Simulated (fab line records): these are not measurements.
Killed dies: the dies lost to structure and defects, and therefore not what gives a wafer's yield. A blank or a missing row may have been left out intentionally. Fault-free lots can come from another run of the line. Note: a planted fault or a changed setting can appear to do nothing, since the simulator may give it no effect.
Problem report in the 8D (eight disciplines) form, filled by code + flow sfq_line + the parts of the form that need people (team, actions taken, sign-off) are left out

== 1. WHAT WENT WRONG ==
oes_product_au at SFQ_TRILAYER_M4_ETCH_METAL_ETCH_096 reads a mean of 0.802 a.u. on 6 wafers of 2 lots; wafers without a fault read 0.893 a.u. with a standard deviation of 0.0064. Relative to the usual mean, that is a shift of -14 standard deviations.
The step: etches Nb in Cl2/Ar, stops on SiO2, target depth 240 nm, time 120 s.
The first sign was on wafer L842.1 at day 63 00:56, on rie_metal-03. The record has a number at this step for 18 wafers belonging to 6 lots. The rule behind "out" and "out of limits": a value lying over 4 standard deviations away from the usual mean. Any other wafer with a number is counted as sound.

== 2. WHAT IT IS; WHAT IT IS NOT ==
| question                    | is                     | is not                                                                   |
|-----------------------------|------------------------|--------------------------------------------------------------------------|
| which readings at this step | oes_product_au         | drypump_motor_current_A                                                  |
| which lots                  | L842, L843             | L827, L828, L848, L849                                                   |
| which wafers of those lots  | all that have a number | -                                                                        |
| read on which tools         | rie_metal-03           | rie_metal-01, rie_metal-04                                               |
| when                        | from day 63 00:56      | up to then (6 sound wafers); but 6 sound wafers of L848, L849 came after |

== 3. WHAT RULES OUT EACH SUSPECT ==
Counting: any tool at a process step up to the reading is kept as a suspect provided that every lot that is out went through it and no sound lot did after the first of them.
- rie_metal-03 at SFQ_TRILAYER_M4_ETCH_METAL_ETCH_096 (etches Nb in Cl2/Ar, stops on SiO2, target depth 240 nm, time 120 s): kept. It ran every lot that is out, first L842 (day 63 00:56), and no sound lot after that; its last sound lot up to then is L828 (day 58 01:34). Its own oes_product_au readings are out on those wafers.
After counting, what remains is rie_metal-03 at SFQ_TRILAYER_M4_ETCH_METAL_ETCH_096.

== 4. THE CAUSE (what the simulator had put in) ==
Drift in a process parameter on rie_metal-03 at SFQ_TRILAYER_M4_ETCH_METAL_ETCH_096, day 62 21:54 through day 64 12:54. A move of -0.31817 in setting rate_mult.
After counting, this tool was the only one left.

== 5. SEQUENCE OF EFFECTS, ordered by route ==
Rows list readings where the struck wafers' mean (over those with a number) sits beyond 3 standard deviations from the usual. Readings are gone through only where the record gives a usual standard deviation; hours: the median, over the lots, of the time from a lot's start at the first step in this table giving one to that lot's start at this step; sigmas: the change measured in usual standard deviations.
| hours | step                                | reading        | usual      | on struck wafers | change | sigmas |
|-------|-------------------------------------|----------------|------------|------------------|--------|--------|
| 0     | SFQ_TRILAYER_M4_ETCH_METAL_ETCH_096 | oes_product_au | 0.893 a.u. | 0.802            | -0.091 | -14    |
Its process steps:
- SFQ_TRILAYER_M4_ETCH_METAL_ETCH_096: etches Nb in Cl2/Ar, stops on SiO2, target depth 240 nm, time 120 s.
At these later measuring or inspecting steps, every struck wafer for which the step has a row has a number for every such reading, and none has moved that far: SFQ_I4_BOW_MEAS_927, SFQ_I4_OVL_MEAS_928, SFQ_JJ_RS_MEAS_929, SFQ_M8_BOW_MEAS_951.

== 6. WHAT WOULD HAVE CAUGHT IT SOONER ==
In this record no reading fell out of limits until day 63 00:56, 3 hours after the fault had begun at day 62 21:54.
